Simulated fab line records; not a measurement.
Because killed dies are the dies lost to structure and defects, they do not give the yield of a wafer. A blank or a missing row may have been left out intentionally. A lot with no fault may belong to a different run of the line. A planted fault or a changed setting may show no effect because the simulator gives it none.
fab line records ; flow gf180mcu ; part 2 of 2: steps 32 to 41 of 41
[record] lots = 5; wafers = 15; last_day = 34
route steps=602 shown VT_IMPLANT@102 MVSD@136 NWELL@137 LVPWELL@138 MVPSD@139 DUAL_GATE@141
lots that met no fault: from a run of the same line without faults
start_h: start of the lot's first displayed wafer, in hours after the record's first day ; wait_h: hours since the lot's step before ; " identical to the entry in the row above ; L1.1+2: several wafers, shown together as one row ; - no value, or no start was given ; * or withheld: withheld ; < > ~ a bound
route shown NAME@n: a module of which the file shows steps, and the number in the route of the first ; usual: average and standard deviation across the fault-free wafers ; same: alike in all rows ; chamber/n: place in a boat ; sites: per-site readings ; _std_site: standard deviation across them ; _edge_site: outer sites' mean less inner sites' ; radius_mm: for every site, how far away it sits from the centre of the wafer ; mask NAME#n: copy n ; behind: tool/chamber where the wafer was last shaped ; hold: reason for holding the lot/hours on hold/outcome of the hold ; device: which transistor (n, p or np) failed to switch ; end of line: the same wafers' tests at the end of the route ; a step given without rows: its recipe and nothing more ; killed: not the wafer's yield, but the dies lost to structure and defects at the first sort ; map: per-die view of a wafer (x killed, . not killed, _ where there is no die)
set.NAME: the setting the step ran with; set.NAME@STEP: the setting that earlier step ran with ; model.NAME: the simulator's own value behind a step, which no gauge read
lots seen at some steps along the route; tables by step, rows by wafer
services: the hour from which a tool's chamber was out of use, counted from the record's first day as start_h (under 0 if before that day), plus the number of hours and why
[[steps]]
[step GF_VT_IMPLANT_TW_MEAS_43]
[usual] VT_IMPLANT_4_TW = 690/7
lot.wafer;tool;chamber;start_h;wait_h;VT_IMPLANT_4_TW
L075.2;film_metro-02;-;164.23;0.1;689
L075.3;film_metro-02;-;164.23;0.1;690
L075.5;film_metro-02;-;164.23;0.1;686
L076.2;film_metro-04;-;170.33;0.1;698
L076.4;film_metro-04;-;170.33;0.1;696
L076.5;film_metro-04;-;170.33;0.1;700
L088.2;film_metro-04;-;252.87;0.1;696
L088.4;film_metro-04;-;252.87;0.1;693
L088.6;film_metro-04;-;252.87;0.1;693
L092.1;film_metro-04;-;281.77;0.1;700
L092.2;film_metro-04;-;281.77;0.1;700
L092.3;film_metro-04;-;281.77;0.1;698
L094.2;film_metro-02;-;300.13;0.1;691
L094.3;film_metro-02;-;300.13;0.1;692
L094.6;film_metro-02;-;300.13;0.1;696
[step GF_VT_IMPLANT_CLEAN_44]
[recipe] chemistry = SC1/SC2; mix = 1:4:20; temp_c = 70; time_s = 150; dry = n2_spin
[usual] bath_guard_temp_C = 69.8/0.39
[same] time_s = 150
lot.wafer;tool;chamber;start_h;wait_h;bath_guard_temp_C
L075.2;wet_bench-04;3;164.28;0.0;70.0
L075.3;wet_bench-04;3;164.28;0.0;69.6
L075.5;wet_bench-04;3;164.28;0.0;69.6
L076.2;wet_bench-02;3;170.38;0.0;70.1
L076.4;wet_bench-02;3;170.38;0.0;70.4
L076.5;wet_bench-02;3;170.38;0.0;69.9
L088.2;wet_bench-02;0;252.92;0.0;70.3
L088.4;wet_bench-02;0;252.92;0.0;70.3
L088.6;wet_bench-02;0;252.92;0.0;70.5
L092.1;wet_bench-02;1;281.83;0.1;69.2
L092.2;wet_bench-02;1;281.83;0.1;70.1
L092.3;wet_bench-02;1;281.83;0.1;69.6
L094.2;wet_bench-04;3;300.18;0.0;69.5
L094.3;wet_bench-04;3;300.18;0.0;69.4
L094.6;wet_bench-04;3;300.18;0.0;69.7
[step GF_VT_IMPLANT_RTA_45]
[recipe] temp_c = 1050; time_s = 30; ambient = N2
[usual] lamp_power_pct = 34.5/0.9; wafer_temp_C_max = 1056.4/1.5
[same] time_s = 30
lot.wafer;tool;chamber;start_h;wait_h;lamp_power_pct;wafer_temp_C_max
L075.2;rtp_anneal-01;0;164.35;0.0;35.6;1055.5
L075.3;rtp_anneal-01;0;164.35;0.0;35.6;1056.3
L075.5;rtp_anneal-01;0;164.35;0.0;35.5;1054.2
L076.2;rtp_anneal-02;0;170.45;0.0;33.8;1057.8
L076.4;rtp_anneal-02;0;170.45;0.0;33.7;1056.3
L076.5;rtp_anneal-02;0;170.45;0.0;33.7;1058.7
L088.2;rtp_anneal-01;0;252.98;0.0;35.6;1054.4
L088.4;rtp_anneal-01;0;252.98;0.0;35.5;1054.2
L088.6;rtp_anneal-01;0;252.98;0.0;35.6;1055.5
L092.1;rtp_anneal-01;0;281.88;0.0;35.5;1054.6
L092.2;rtp_anneal-01;0;281.88;0.0;35.5;1057.4
L092.3;rtp_anneal-01;0;281.88;0.0;35.6;1055.1
L094.2;rtp_anneal-02;0;300.25;0.0;33.7;1055.7
L094.3;rtp_anneal-02;0;300.25;0.0;33.7;1056.7
L094.6;rtp_anneal-02;0;300.25;0.0;33.8;1056.8
[step GF_VT_IMPLANT_RS_MEAS_46]
[recipe] thk_meas_gauge = four-point-probe
[usual] MVSD_RS = 456.7/1.1
lot.wafer;tool;chamber;start_h;wait_h;MVSD_RS[ohm/sq]
L075.2;film_metro-01;-;164.45;0.1;457.3
L075.3;film_metro-01;-;164.45;0.1;459.4
L075.5;film_metro-01;-;164.45;0.1;458.1
L076.2;film_metro-01;-;170.56;0.1;455.4
L076.4;film_metro-01;-;170.56;0.1;456.6
L076.5;film_metro-01;-;170.56;0.1;455.4
L088.2;film_metro-01;-;253.09;0.1;457.0
L088.4;film_metro-01;-;253.09;0.1;455.0
L088.6;film_metro-01;-;253.09;0.1;456.1
L092.1;film_metro-03;-;281.98;0.1;456.9
L092.2;film_metro-03;-;281.98;0.1;456.1
L092.3;film_metro-03;-;281.98;0.1;456.2
L094.2;film_metro-03;-;300.36;0.1;457.5
L094.3;film_metro-03;-;300.36;0.1;455.8
L094.6;film_metro-03;-;300.36;0.1;456.6
[step GF_VT_IMPLANT_RS_MEAS_47]
[recipe] thk_meas_gauge = four-point-probe
[usual] NWELL_RS = 488.6/1.3
lot.wafer;tool;chamber;start_h;wait_h;NWELL_RS[ohm/sq]
L075.2;film_metro-01;-;164.57;0.1;488.3
L075.3;film_metro-01;-;164.57;0.1;487.3
L075.5;film_metro-01;-;164.57;0.1;487.8
L076.2;film_metro-01;-;170.68;0.1;488.2
L076.4;film_metro-01;-;170.68;0.1;488.2
L076.5;film_metro-01;-;170.68;0.1;487.2
L088.2;film_metro-01;-;253.21;0.1;489.7
L088.4;film_metro-01;-;253.21;0.1;488.4
L088.6;film_metro-01;-;253.21;0.1;489.7
L092.1;film_metro-03;-;282.10;0.1;490.5
L092.2;film_metro-03;-;282.10;0.1;490.6
L092.3;film_metro-03;-;282.10;0.1;489.4
L094.2;film_metro-03;-;300.48;0.1;490.0
L094.3;film_metro-03;-;300.48;0.1;488.3
L094.6;film_metro-03;-;300.48;0.1;488.9
[step GF_VT_IMPLANT_RS_MEAS_48]
[recipe] thk_meas_gauge = four-point-probe
[usual] LVPWELL_RS = 1196.6/2.9
lot.wafer;tool;chamber;start_h;wait_h;LVPWELL_RS[ohm/sq]
L075.2;film_metro-01;-;164.69;0.1;1195.8
L075.3;film_metro-01;-;164.69;0.1;1195.4
L075.5;film_metro-01;-;164.69;0.1;1192.1
L076.2;film_metro-01;-;170.80;0.1;1194.8
L076.4;film_metro-01;-;170.80;0.1;1196.9
L076.5;film_metro-01;-;170.80;0.1;1197.5
L088.2;film_metro-01;-;253.33;0.1;1198.6
L088.4;film_metro-01;-;253.33;0.1;1198.5
L088.6;film_metro-01;-;253.33;0.1;1199.2
L092.1;film_metro-03;-;282.22;0.1;1200.5
L092.2;film_metro-03;-;282.22;0.1;1199.9
L092.3;film_metro-03;-;282.22;0.1;1199.1
L094.2;film_metro-03;-;300.60;0.1;1199.7
L094.3;film_metro-03;-;300.60;0.1;1201.2
L094.6;film_metro-03;-;300.60;0.1;1197.5
[step GF_VT_IMPLANT_RS_MEAS_49]
[recipe] thk_meas_gauge = four-point-probe
[usual] MVPSD_RS = 1168.7/2.9
lot.wafer;tool;chamber;start_h;wait_h;MVPSD_RS[ohm/sq]
L075.2;film_metro-01;-;164.81;0.1;1168.5
L075.3;film_metro-01;-;164.81;0.1;1169.5
L075.5;film_metro-01;-;164.81;0.1;1165.7
L076.2;film_metro-01;-;170.92;0.1;1170.2
L076.4;film_metro-01;-;170.92;0.1;1172.4
L076.5;film_metro-01;-;170.92;0.1;1167.8
L088.2;film_metro-01;-;253.45;0.1;1166.1
L088.4;film_metro-01;-;253.45;0.1;1166.4
L088.6;film_metro-01;-;253.45;0.1;1164.0
L092.1;film_metro-03;-;282.34;0.1;1174.3
L092.2;film_metro-03;-;282.34;0.1;1167.4
L092.3;film_metro-03;-;282.34;0.1;1168.5
L094.2;film_metro-03;-;300.72;0.1;1169.1
L094.3;film_metro-03;-;300.72;0.1;1166.8
L094.6;film_metro-03;-;300.72;0.1;1164.8
[step GF_VT_IMPLANT_WET_ETCH_50]
[recipe] chemistry = dHF; target_depth_nm = 20; target = SiO2; temp_c = 25; dilution = 100:1; time_s = 400
[same] time_s = 400
lot.wafer;tool;chamber;start_h;wait_h
L075.2+3+5;wet_bench-03;1;164.91;0.1
L076.2+4+5;wet_bench-02;3;171.02;0.1
L088.2+4+6;wet_bench-03;2;253.55;0.1
L092.1+2+3;wet_bench-04;3;282.46;0.1
L094.2+3+6;wet_bench-02;0;300.82;0.1
[step GF_DUAL_GATE_CLEAN_00]
[recipe] chemistry = SC1/SC2; mix = 1:4:20; temp_c = 70; time_s = 150
[usual] bath_guard_temp_C = 70.0/0.41
[same] time_s = 150
lot.wafer;tool;chamber;start_h;wait_h;bath_guard_temp_C
L075.2;wet_bench-04;3;165.05;0.0;69.7
L075.3;wet_bench-04;3;165.05;0.0;69.7
L075.5;wet_bench-04;3;165.05;0.0;69.8
L076.2;wet_bench-04;0;171.14;0.0;69.9
L076.4;wet_bench-04;0;171.14;0.0;69.8
L076.5;wet_bench-04;0;171.14;0.0;69.9
L088.2;wet_bench-02;2;253.66;0.0;69.5
L088.4;wet_bench-02;2;253.66;0.0;69.7
L088.6;wet_bench-02;2;253.66;0.0;69.4
L092.1;wet_bench-02;0;282.58;0.0;70.3
L092.2;wet_bench-02;0;282.58;0.0;70.7
L092.3;wet_bench-02;0;282.58;0.0;70.7
L094.2;wet_bench-04;3;300.95;0.0;69.5
L094.3;wet_bench-04;3;300.95;0.0;69.6
L094.6;wet_bench-04;3;300.95;0.0;69.4
[step GF_DUAL_GATE_CLEAN_01]
[recipe] chemistry = dHF; time_s = 20; dilution = 100:1; dry = ipa_marangoni
[same] time_s = 20
lot.wafer;tool;chamber;start_h;wait_h
L075.2+3+5;wet_bench-03;3;165.10;0.0
L076.2+4+5;wet_bench-03;2;171.19;0.0
L088.2+4+6;wet_bench-04;1;253.71;0.0
L092.1+2+3;wet_bench-03;1;282.63;0.0
L094.2+3+6;wet_bench-03;0;301.00;0.0
[[services]]
tool;chamber;start_h;hours;kind
rtp_anneal-02;-;106.21;3.8;pm
plasma_asher-04;-;108.75;9.0;pm
plasma_asher-04;0;108.75;9.0;vent_cycle
plasma_asher-04;1;108.75;9.0;vent_cycle
iline_stepper-02;-;118.16;1.7;pm
plasma_asher-03;-;123.17;15.6;pm
iline_stepper-01;-;136.25;1.5;repair
plasma_asher-03;-;151.66;8.0;repair
plasma_asher-02;-;159.91;2.8;pm
implanter-02;-;175.41;4.7;repair
implanter-01;-;185.74;14.9;repair
iline_stepper-01;-;199.99;3.1;repair
wet_bench-04;-;207.15;8.1;repair
implanter-02;-;208.47;1.6;repair
iline_stepper-01;-;219.28;2.1;pm
implanter-01;-;223.43;2.8;repair
wet_bench-02;-;231.63;2.6;repair
implanter-02;-;235.37;2.6;pm
plasma_asher-02;-;254.40;1.1;repair
wet_bench-03;-;271.75;5.1;repair
iline_stepper-01;-;278.21;12.5;repair
iline_stepper-01;-;284.47;4.2;repair
iline_stepper-01;-;290.66;1.7;pm
rtp_anneal-01;-;293.75;0.6;pm
